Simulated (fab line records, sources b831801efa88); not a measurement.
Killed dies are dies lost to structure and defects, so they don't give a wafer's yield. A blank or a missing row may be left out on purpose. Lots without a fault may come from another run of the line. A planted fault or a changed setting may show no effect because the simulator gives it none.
fab line records | flow sky130
record lots=12 wafers=36 last_day=50
route steps=708 shown METAL3@533 VIA3@573 PAD_OPEN@708
lots that met no fault: from a run of the same line without faults
start_h: hours from the record's first day to the start of the lot's first wafer shown | wait_h: hours since the lot's step before | " the same as in the row above | L1.1+2: a row that stands for several wafers | - no value, or no start given | * or withheld: withheld | < > ~ a bound
route shown NAME@n: a module of which the file shows steps, and the number in the route of the first | usual: mean/standard deviation of fault-free wafers | same: alike in all rows | chamber/n: place in a boat | sites: the reading at each site | _std_site: their standard deviation | _edge_site: outer sites' mean less inner sites' | radius_mm: how far each site lies from the wafer's centre | mask NAME#n: copy n | behind: the tool/chamber that last shaped the wafer | hold: why the lot was held/for how many hours/how that ended | device: the transistor (n, p or np) that didn't switch | end of line: the same wafers' tests at the end of the route | a step without rows: its recipe alone | killed: dies lost to structure and defects at the first sort, not the wafer's yield | map: a wafer's dies, x killed, . not, _ none there
set.NAME: the setting as run; set.NAME@STEP: as run at that earlier step | model.NAME: the simulator's own value behind a step, which no gauge read
steps of the route over a sample of lots; a table a step, a row a wafer
services: from which hour (start_h, from the record's first day; less than 0 if before it) a tool's chamber was out of use, for how many hours, and why
## steps
# step SKY_METAL3_SPUTTER_01
# recipe material=TiN target_thk_nm=20 power_w=6500 time_s=16.7 chamber_pressure_pa=0.4
# usual throttle_valve_pct=29.8/1
# same time_s=16.7
# columns lot.wafer tool chamber start_h wait_h throttle_valve_pct
L631.2 pvd_sputter-01 - 858.67 0.0 31.2
L631.5 " - " " 29.3
L631.6 " - " " 31.0
L635.3 pvd_sputter-03 - 906.46 0.0 30.8
L635.4 " - " " 28.6
L635.5 " - " " 29.1
L636.1 pvd_sputter-03 - 909.22 0.0 30.7
L636.2 " - " " 29.2
L636.5 " - " " 28.3
L637.2 pvd_sputter-04 - 910.92 0.0 30.3
L637.3 " - " " 29.6
L637.6 " - " " 29.5
L638.1 pvd_sputter-03 - 920.73 0.0 29.4
L638.3 " - " " 29.0
L638.5 " - " " 28.7
L639.1 pvd_sputter-03 - 928.16 0.0 30.9
L639.3 " - " " 29.0
L639.4 " - " " 29.1
L641.2 pvd_sputter-04 - 935.23 0.0 29.8
L641.3 " - " " 29.7
L641.6 " - " " 29.7
L648.1 pvd_sputter-01 - 985.66 0.0 29.2
L648.5 " - " " 29.2
L648.6 " - " " 29.1
L650.2 pvd_sputter-01 - 996.08 0.0 29.2
L650.5 " - " " 29.1
L650.6 " - " " 29.2
L651.2 pvd_sputter-01 - 1008.53 0.0 31.1
L651.3 " - " " 31.1
L651.6 " - " " 29.2
L652.3 pvd_sputter-01 - 1010.20 0.0 29.5
L652.4 " - " " 29.2
L652.5 " - " " 29.1
L653.1 pvd_sputter-03 - 1017.04 0.0 28.3
L653.3 " - " " 30.9
L653.4 " - " " 29.5
# step SKY_METAL3_SPUTTER_02
# recipe material=AlCu target_thk_nm=735 power_w=10600 time_s=39.1 chamber_pressure_pa=0.4
# usual throttle_valve_pct=29.7/1
# same time_s=39.1
# columns lot.wafer tool chamber start_h wait_h throttle_valve_pct
L631.2 pvd_sputter-01 - 858.70 0.0 31.1
L631.5 " - " " 29.0
L631.6 " - " " 31.1
L635.3 pvd_sputter-03 - 906.49 0.0 30.6
L635.4 " - " " 28.8
L635.5 " - " " 29.1
L636.1 pvd_sputter-03 - 909.25 0.0 30.9
L636.2 " - " " 29.3
L636.5 " - " " 28.3
L637.2 pvd_sputter-04 - 910.94 0.0 29.9
L637.3 " - " " 29.7
L637.6 " - " " 29.7
L638.1 pvd_sputter-03 - 920.76 0.0 28.9
L638.3 " - " " 28.8
L638.5 " - " " 29.1
L639.1 pvd_sputter-03 - 928.19 0.0 30.7
L639.3 " - " " 28.9
L639.4 " - " " 29.2
L641.2 pvd_sputter-04 - 935.26 0.0 29.8
L641.3 " - " " 29.4
L641.6 " - " " 29.6
L648.1 pvd_sputter-01 - 985.68 0.0 29.2
L648.5 " - " " 29.4
L648.6 " - " " 29.2
L650.2 pvd_sputter-01 - 996.10 0.0 29.2
L650.5 " - " " 29.4
L650.6 " - " " 29.2
L651.2 pvd_sputter-01 - 1008.55 0.0 30.9
L651.3 " - " " 31.1
L651.6 " - " " 29.2
L652.3 pvd_sputter-01 - 1010.23 0.0 29.4
L652.4 " - " " 29.0
L652.5 " - " " 29.2
L653.1 pvd_sputter-03 - 1017.07 0.0 28.3
L653.3 " - " " 30.6
L653.4 " - " " 29.2
# step SKY_VIA3_HDPCVD_00
# recipe material=SiO2 target_thk_nm=1635 sigma_open_frac=0.3 time_s=272.5 temp_c=400 sih4_flow_sccm=60 pressure_mtorr=6
# usual run_length_s=300.3/0.47
# columns lot.wafer tool chamber start_h wait_h run_length_s
L631.2 hdpcvd-01 0 912.41 0.0 300.8
L631.5 " 2 " " 300.0
L631.6 " 1 " " 300.6
L635.3 hdpcvd-01 0 957.64 0.0 300.4
L635.4 " 0 " " 300.3
L635.5 " 1 " " 300.5
L636.1 hdpcvd-01 2 959.85 0.0 299.7
L636.2 " 0 " " 300.6
L636.5 " 1 " " 299.9
L637.2 hdpcvd-01 1 962.45 0.0 300.5
L637.3 " 2 " " 299.9
L637.6 " 2 " " 299.7
L638.1 hdpcvd-01 0 971.32 0.0 300.5
L638.3 " 0 " " 300.5
L638.5 " 2 " " 315.0
L639.1 hdpcvd-01 2 979.09 0.0 299.6
L639.3 " 0 " " 300.7
L639.4 " 2 " " 315.5
L641.2 hdpcvd-02 0 984.65 0.0 300.6
L641.3 " 2 " " 299.6
L641.6 " 0 " " 301.4
L648.1 hdpcvd-02 0 1034.22 0.0 301.2
L648.5 " 1 " " 300.0
L648.6 " 0 " " 301.0
L650.2 hdpcvd-02 0 1043.43 0.0 300.5
L650.5 " 2 " " 300.1
L650.6 " 0 " " 300.7
L651.2 hdpcvd-02 1 1056.33 0.0 300.1
L651.3 " 2 " " 299.5
L651.6 " 0 " " 300.8
L652.3 hdpcvd-02 1 1057.95 0.0 300.6
L652.4 " 0 " " 301.3
L652.5 " 1 " " 300.2
L653.1 hdpcvd-02 1 1063.28 0.0 300.3
L653.3 " 2 " " 300.4
L653.4 " 2 " " 299.7
# step SKY_VIA3_THK_MEAS_01
# recipe reads=SiO2_of_VIA3_HDPCVD_00
# usual VIA3_HDPCVD_THK=1641/21
# columns lot.wafer tool chamber start_h wait_h VIA3_HDPCVD_THK[nm]
L631.2 film_metro-04 - 912.59 0.1 1648
L631.5 " - " " 1702
L631.6 " - " " 1677
L635.3 film_metro-01 - 957.83 0.1 1653
L635.4 " - " " 1663
L635.5 " - " " 1657
L636.1 film_metro-01 - 960.01 0.1 1663
L636.2 " - " " 1651
L636.5 " - " " 1640
L637.2 film_metro-04 - 962.63 0.1 1630
L637.3 " - " " 1639
L637.6 " - " " 1655
L638.1 film_metro-02 - 971.57 0.2 1651
L638.3 " - " " 1626
L638.5 " - " " 1736
L639.1 film_metro-04 - 979.34 0.2 1668
L639.3 " - " " 1669
L639.4 " - " " 1784
L641.2 film_metro-02 - 984.83 0.1 1628
L641.3 " - " " 1657
L641.6 " - " " 1665
L648.1 film_metro-01 - 1034.39 0.1 1653
L648.5 " - " " 1648
L648.6 " - " " 1648
L650.2 film_metro-02 - 1043.60 0.1 1643
L650.5 " - " " 1602
L650.6 " - " " 1630
L651.2 film_metro-02 - 1056.51 0.1 1641
L651.3 " - " " 1611
L651.6 " - " " 1652
L652.3 film_metro-01 - 1058.14 0.1 1633
L652.4 " - " " 1643
L652.5 " - " " 1617
L653.1 film_metro-04 - 1063.45 0.1 1642
L653.3 " - " " 1633
L653.4 " - " " 1647
# step SKY_VIA3_CMP_02
# recipe material=SiO2 down_force_psi=4 platen_rpm=60 pad_velocity_m_s=0.94248
# usual motor_current_A=12.3/1.2 slurry_flow_ml_min=150.0/0.54
# columns lot.wafer tool chamber start_h wait_h motor_current_A slurry_flow_ml_min
L631.2 cmp-01 2 912.69 0.1 13.1 150.3
L631.5 " 1 " " 12.4 150.9
L631.6 " 2 " " 13.2 150.3
L635.3 cmp-01 2 957.92 0.1 13.3 149.7
L635.4 " 3 " " 13.9 149.8
L635.5 " 1 " " 11.5 149.3
L636.2 cmp-01 3 960.12 0.1 14.6 149.0
L636.1 " 0 " " 10.8 149.5
L636.5 " 3 " " 15.5 150.0
L637.2 cmp-01 0 962.68 0.0 10.5 149.3
L637.3 " 2 " " 13.5 149.6
L637.6 " 1 " " 11.8 151.1
L638.3 cmp-02 3 971.68 0.1 11.9 149.7
L638.1 " 0 " " 10.2 149.4
L638.5 " 3 " " 12.1 150.8
L639.4 cmp-02 1 979.40 0.0 12.3 149.2
L639.1 " 2 " " 12.9 150.3
L639.3 " 3 " " 11.2 150.3
L641.2 cmp-01 3 984.92 0.1 14.4 150.2
L641.3 " 2 " " 13.6 150.1
L641.6 " 3 " " 14.5 150.4
L648.1 cmp-02 0 1034.60 0.2 10.8 149.9
L648.5 " 1 " " 13.4 149.9
L648.6 " 2 " " 13.3 149.4
L650.2 cmp-01 0 1043.80 0.2 10.8 150.2
L650.6 " 1 " " 11.7 149.9
L650.5 " 2 " " 12.4 150.5
L651.2 cmp-01 3 1056.60 0.1 14.4 150.1
L651.3 " 2 " " 12.7 150.7
L651.6 " 3 " " 13.9 150.1
L652.4 cmp-02 1 1058.18 0.0 12.3 149.7
L652.3 " 3 " " 12.1 150.4
L652.5 " 1 " " 12.7 149.7
L653.3 cmp-02 2 1063.78 0.3 12.6 150.4
L653.1 " 3 " " 12.2 150.1
L653.4 " 1 " " 13.3 149.0
# step SKY_PAD_OPEN_PROBE_99
# usual defect_limited_yield=82.7/2 killed_at_M0_to_M3=42/6.7 killed_at_M4_up=3.3/2.1 killed_at_contacts=24/5.1 killed_at_front_end=15/4.6 killed_at_other=0.3/0.58 killed_dies=85/9.9 killed_open=46/6.9 killed_short=38/7 sort_bin_3_pad_short=0.9/0.43 sort_bin_5_function=10.1/1.4 sort_bin_6_memory=6.4/1.2 sort_n_pass=407/9.9 sort_yield_pct=82.7/2
# same gross_dies=492 killed_at_back_side=0 sort_bin_4_leakage[%]=0 sort_bin_8_speed[%]=0
# columns lot.wafer tool chamber start_h wait_h defect_limited_yield[%] killed_at_M0_to_M3 killed_at_M4_up killed_at_contacts killed_at_front_end killed_at_other killed_dies killed_open killed_short sort_bin_3_pad_short[%] sort_bin_5_function[%] sort_bin_6_memory[%] sort_n_pass sort_yield_pct[%]
L648.1 prober-01 - 1181.87 0.1 81.1 38 2 29 24 0 93 52 41 1.0 10.4 7.5 399 81.1
L648.5 prober-01 - 1182.07 0.2 82.3 47 2 26 12 0 87 54 33 1.2 11.2 5.3 405 82.3
L648.6 prober-01 - 1182.12 0.2 80.5 39 10 32 15 0 96 48 48 0.8 12.6 6.1 396 80.5
# killed by level:class
L648.1 CONTACT:geometric_particle:open=9 VIA1:geometric_particle:open=9 LI_CONTACT:geometric_particle:open=7 CONTACT:geometric_particle:short=7 POLY_GATE:geometric_particle:open=6 FIELD_ISO:geometric_particle:short=5 VIA2:geometric_particle:open=5 METAL1:geometric_particle:short=5
L648.5 VIA1:geometric_particle:open=14 CONTACT:geometric_particle:open=13 METAL1:geometric_particle:short=7 VIA2:geometric_particle:short=6 LI_CONTACT:geometric_particle:open=5 VIA2:geometric_particle:open=5 FIELD_ISO:geometric_particle:open=4 POLY_GATE:geometric_particle:open=4
L648.6 CONTACT:geometric_particle:open=14 VIA1:geometric_particle:open=10 METAL4:geometric_particle:short=9 LI_CONTACT:geometric_particle:open=7 VIA2:geometric_particle:open=7 METAL2:geometric_particle:short=6 FIELD_ISO:geometric_particle:short=4 LOCAL_INTERCONNECT:geometric_particle:short=4
## services
# columns tool chamber start_h hours kind
pvd_sputter-01 - 848.94 5.2 repair
hdpcvd-01 1 848.95 6.1 repair
pvd_sputter-03 0 853.16 - consumable_replace:kit
pvd_sputter-03 0 853.16 18.0 scheduled_down
pvd_sputter-03 - 878.04 2.4 repair
pvd_sputter-04 - 886.75 3.0 repair
cmp-02 - 912.19 4.0 pm
cmp-01 - 916.53 4.3 repair
cmp-02 - 934.79 0.2 repair
hdpcvd-02 2 948.84 15.1 repair
hdpcvd-02 - 950.33 15.0 pm
cmp-02 - 950.44 1.7 repair
cmp-01 - 956.73 0.9 repair
hdpcvd-01 1 965.98 22.0 repair
cmp-01 - 975.58 2.5 repair
pvd_sputter-01 - 981.03 1.2 repair
cmp-02 - 982.65 5.8 pm
pvd_sputter-03 - 997.14 12.2 repair
pvd_sputter-01 - 1002.17 5.9 repair
pvd_sputter-04 - 1004.48 15.0 repair
cmp-01 - 1012.97 3.0 repair
pvd_sputter-01 - 1028.30 3.0 repair
cmp-01 - 1033.90 1.7 repair
cmp-01 - 1059.91 7.9 pm
## key
first_sign step=SKY_VIA3_HDPCVD_00 reading=run_length_s direction=up sigmas=32 usual=* struck=*
effect step=SKY_VIA3_THK_MEAS_01 reading=VIA3_HDPCVD_THK direction=up sigmas=5.7 usual=1641 struck=1760
met_at SKY_VIA3_HDPCVD_00
struck_lots L638,L639
struck_wafers L638.5,L639.4
not_acting_at SKY_METAL3_SPUTTER_01,SKY_METAL3_SPUTTER_02,SKY_VIA3_CMP_02
onset_between 962.45 971.32
fault kind=process_parameter_drift tool=hdpcvd-01 chamber=- onset_h=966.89 steps=SKY_VIA3_HDPCVD_00 channel=time_s offset=* shape=step end_h=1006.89 scope=struck_wafers_only acts_in=* stated=*
